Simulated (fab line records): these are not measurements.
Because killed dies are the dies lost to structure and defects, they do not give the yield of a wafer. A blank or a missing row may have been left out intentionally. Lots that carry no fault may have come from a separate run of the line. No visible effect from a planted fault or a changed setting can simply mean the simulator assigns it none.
Which of the tools did it? | flow gf180mcu | 7 lots (21 wafers sampled), 1 step of a 602-step route

WHAT THE GAUGES SHOWED, per wafer
GF_V2_THK_MEAS_03.
lot  | measured     | on            | V2_CVD_02_THK (nm)
L977 | day 19 23:01 | film_metro-01 | 832 843 855
L979 | day 20 15:59 | film_metro-03 | 867 849 857
L981 | day 21 12:35 | film_metro-01 | 859 839 872
L984 | day 22 13:13 | film_metro-01 | 846 842 862
L987 | day 23 10:41 | film_metro-04 | 837 850 864
L989 | day 24 00:09 | film_metro-03 | 849 856 859
L993 | day 25 09:24 | film_metro-01 | 831 848 845

EACH LOT AND THE TOOL THAT RAN IT (in order: tool; ch and the chambers of the sampled wafers; start)
There is no process step in the record ahead of these readings.

THE ANSWER, worked out from the rows above alone
Rule: the usual values come from the lots themselves. The widest of any qualifying gaps counts: lots, ordered by their means at a reading, are off when they make up no more than a third of the lots, leave a main group of 4 or more, and stand apart from it by 3 or more times the standard deviation of that group's means. A main group is skipped when, at the precision printed for the reading in the tables above, its means are all equal. A lot without any number at a reading at which 4 lots or more have one is off too. All remaining lots with rows at the step are treated as sound.
No lot is off on any of the readings shown, so nothing can be concluded from this.

WHAT WAS PUT IN BY THE SIMULATOR
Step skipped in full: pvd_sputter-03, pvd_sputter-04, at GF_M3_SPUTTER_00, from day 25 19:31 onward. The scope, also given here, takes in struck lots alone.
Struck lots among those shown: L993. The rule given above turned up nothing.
